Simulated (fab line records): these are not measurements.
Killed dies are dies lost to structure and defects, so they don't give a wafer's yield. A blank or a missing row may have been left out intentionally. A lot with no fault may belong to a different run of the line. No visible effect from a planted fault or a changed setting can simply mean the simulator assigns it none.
The same fault as seen by 2 desks || flow sky130 || every desk sees just its own numbers, and what lay behind them comes last

DESK OF THE TOOL OWNER: wetBench-02
The tool's own readings at SKY_FIELD_ISO_WET_ETCH_30 (etches SiO2 in dHF, target depth 25 nm, time 50 s): means of the sampled wafers that have a number, for each lot that ran on this tool. A lot is out of limits, marked OUT, if its mean lies more than 4 standard deviations from the usual mean; the brackets give that distance.
Columns: A = bathHeatDutyPct at SKY_FIELD_ISO_WET_ETCH_30, usual 6.6 %; B = runLengthS at SKY_FIELD_ISO_WET_ETCH_30, usual 79 s
{"lot": "L705", "first seen here": "day 2 12:47", "A": 7.1, "B": 83}
{"lot": "L710", "first seen here": "day 3 14:21", "A": 5.7, "B": 82}
{"lot": "L711", "first seen here": "day 3 20:44", "A": 8.4, "B": 84}
{"lot": "L721", "first seen here": "day 5 21:28", "A": 6.9, "B": 81}
{"lot": "L722", "first seen here": "day 6 01:51", "A": 6.5, "B": 81}
{"lot": "L724", "first seen here": "day 6 12:29", "A": 6.9, "B": 78}
{"lot": "L727", "first seen here": "day 7 06:20", "A": 6.1, "B": 75}
This desk's finding: nothing out of limits on any of the 7 lots.

METROLOGY DESK
What the gauges read for every lot (on any tool): the sampled wafers with a number, averaged. A lot is out of limits, marked OUT, if its mean lies more than 4 standard deviations from the usual mean; the brackets give that distance.
Columns: A = FIELD_ISO_CVD_03_THK at SKY_FIELD_ISO_THK_MEAS_04, usual 164.6 nm; B = VT_ADJUST_HVTP_TW at SKY_VT_ADJUST_HVTP_TW_MEAS_11, usual 1353
{"lot": "L705", "first seen here": "day 1 13:29", "A": 164.2, "B": 1346}
{"lot": "L707", "first seen here": "day 1 23:30", "A": 163.5, "B": 1342}
{"lot": "L710", "first seen here": "day 2 19:17", "A": 166.5, "B": 1343}
{"lot": "L711", "first seen here": "day 2 22:32", "A": 166.7, "B": 1360}
{"lot": "L714", "first seen here": "day 3 10:57", "A": 163.6, "B": "-"}
{"lot": "L715", "first seen here": "day 3 16:32", "A": 164.2, "B": "-"}
{"lot": "L716", "first seen here": "day 3 20:53", "A": 163.6, "B": "-"}
{"lot": "L721", "first seen here": "day 4 22:22", "A": 165.7, "B": 1344}
{"lot": "L722", "first seen here": "day 5 02:40", "A": 162.3, "B": 1352}
{"lot": "L723", "first seen here": "day 5 08:04", "A": 165.3, "B": 1353}
{"lot": "L724", "first seen here": "day 5 13:29", "A": 163.6, "B": 1360}
{"lot": "L725", "first seen here": "day 5 18:44", "A": 165.5, "B": 1353}
{"lot": "L726", "first seen here": "day 5 23:59", "A": 166.4, "B": 1354}
{"lot": "L727", "first seen here": "day 6 03:30", "A": 165.2, "B": 1354}
{"lot": "L728", "first seen here": "day 6 09:06", "A": 164.1, "B": 1343}
This desk's finding: nothing out of limits on any of the 15 lots.

ALL TOGETHER
Nothing out of limits was seen by the tool owner's desk.
From the metrology desk's view, nothing was out of limits.

WHAT HAD BEEN PUT IN BY THE SIMULATOR
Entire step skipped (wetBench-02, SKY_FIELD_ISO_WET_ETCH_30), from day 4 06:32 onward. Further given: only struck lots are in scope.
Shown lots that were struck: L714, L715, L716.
